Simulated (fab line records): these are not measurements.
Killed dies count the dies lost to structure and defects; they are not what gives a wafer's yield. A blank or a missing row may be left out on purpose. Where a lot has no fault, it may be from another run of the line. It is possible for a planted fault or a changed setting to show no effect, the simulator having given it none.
A struck lot beside a sound one ; flow sky130 ; 17 out of 708 route steps
Sound: wafers L228.4, L228.5, L228.6. Struck: wafer L234.2. (L234.3, L234.6 of the same lot were not struck and are left out.) The cause comes at the end.
Each step with rows lists, per side, the tool, then ch with its chambers, then its first start. Under that, the readings that differ: sound wafers ; struck wafers ; difference of the means ; sigmas: that difference in standard deviations of wafers without a fault.
alike: readings with means less than 2 such deviations apart, plus words and numbers identical on both sides. not compared: withheld readings, readings lacking a value on some wafer, bounds such as >300 that could conceal the same value, and numbers that have no deviation in the record and whose values overlap.
Wherever a step has rows on one side only, a row that says differs or no value, or a row with sigmas, the two part there. Non-overlapping numbers with no deviation appear without sigmas and do not part them. Lack of a reading on every wafer of one side parts them only where that side has two or more wafers.

SKY_VIA3_CMP_02: polishes SiO2.
  sound on cmp-02 ch 1,2, day 39 15:15; struck on cmp-01 ch 3, day 41 07:10
  alike: motor current A, slurry flow ml min
SKY_VIA3_BOW_MEAS_03:
  sound on film metro-01 at day 39 15:34; struck on film metro-02 at day 41 07:29
reading;sound;struck;difference;sigmas
VIA3_BOW (um);74 86 91;62;-22;-3
then, 8 steps without rows for these wafers: SKY_VIA3_DEHYDRATE_04 (time 60 s); SKY_VIA3_HMDS_05 (prime time 60 s); SKY_VIA3_COAT_06 (resist thk 60 nm); SKY_VIA3_COAT_07 (resist thk 450 nm); SKY_VIA3_SOFTBAKE_08 (time 90 s); SKY_VIA3_EXPOSE_09 (exposes mask VIM3, target cd 200 nm); SKY_VIA3_PEB_10; SKY_VIA3_DEVELOP_11 (develop time 60 s).
SKY_VIA3_CD_MEAS_12: the cd target is 200 nm.
  sound on cd sem-02 at day 40 15:40; struck on cd sem-02 at day 42 07:05
  alike: cd nm
SKY_VIA3_OVL_MEAS_13:
  sound on overlay-02 at day 40 15:44; struck on overlay-02 at day 42 07:11
  alike: VIA3_OVL
SKY_VIA3_ETCH_14: etches BARC in N2/H2, stops on SiO2, time 45.9 s, target depth 60 nm.
  sound on rie diel-02 ch 2,3, day 40 15:46; struck on rie diel-02 ch 2, day 42 07:13
reading;sound;struck;difference;sigmas
model.KrF-thick_of_VIA3_COAT_07.thk nm (nm);394.4 393.8 393.4;402.5;+8.6;
  alike: bias w, drypump motor current A, h2 flow sccm, oes product au, throttle valve pct
  not compared: rf hours counter h
SKY_VIA3_ETCH_15: etches SiO2 in C4F8/O2/Ar, stops on TiN, target depth 507 nm, time 78 s.
  sound on rie diel-02 ch 2,3, day 40 15:48; struck on rie diel-02 ch 2, day 42 07:16
reading;sound;struck;difference;sigmas
model.KrF-thick_of_VIA3_COAT_07.thk nm (nm);293.7 291.1 292.9;303.1;+10.5;
  alike: bias w, oes product au
  not compared: rf hours counter h
SKY_VIA3_STRIP_16: strips in O2/N2.
  sound on plasma asher-04 ch 0,1, day 40 15:53; struck on plasma asher-04 ch 0, day 42 07:19
reading;sound;struck;difference;sigmas
oes product au (a.u.);0.398 0.402 0.407;0.412;+0.010;+2
rf hours counter h (h);- - -;117;no value on the sound wafers;
strip time to endpoint s (s);4.148 4.127 4.153;4.248;+0.105;+4
  alike: drypump motor current A
then, 1 step without rows for these wafers: SKY_VIA3_STRIP_17 (strips in post etch residue remover, time 1200 s).
-- the record jumps here: 6 days lie between the struck wafers' starts before and after (it left off in module VIA3 and takes up again in module PAD_OPEN, whose first step shown is number 708 of the route) --
SKY_PAD_OPEN_PROBE_99:
  sound on prober-01 at day 46 15:35; struck on prober-01 at day 47 23:01
reading;sound;struck;difference;sigmas
sort_bin_6_memory (%);6.9 5.1;3.3;-2.7;-2
  alike: defect limited yield, killed_at_M0_to_M3, killed_at_M4_up, killed at contacts, killed at front end, killed at other, killed dies, killed open, killed short, sort_bin_3_pad_short, sort_bin_5_function, sort n pass, sort yield pct

== WHERE THEY PART ==
Earliest at SKY_VIA3_BOW_MEAS_03; latest, in this record, at SKY_PAD_OPEN_PROBE_99.

WHY: whatever the simulator had introduced
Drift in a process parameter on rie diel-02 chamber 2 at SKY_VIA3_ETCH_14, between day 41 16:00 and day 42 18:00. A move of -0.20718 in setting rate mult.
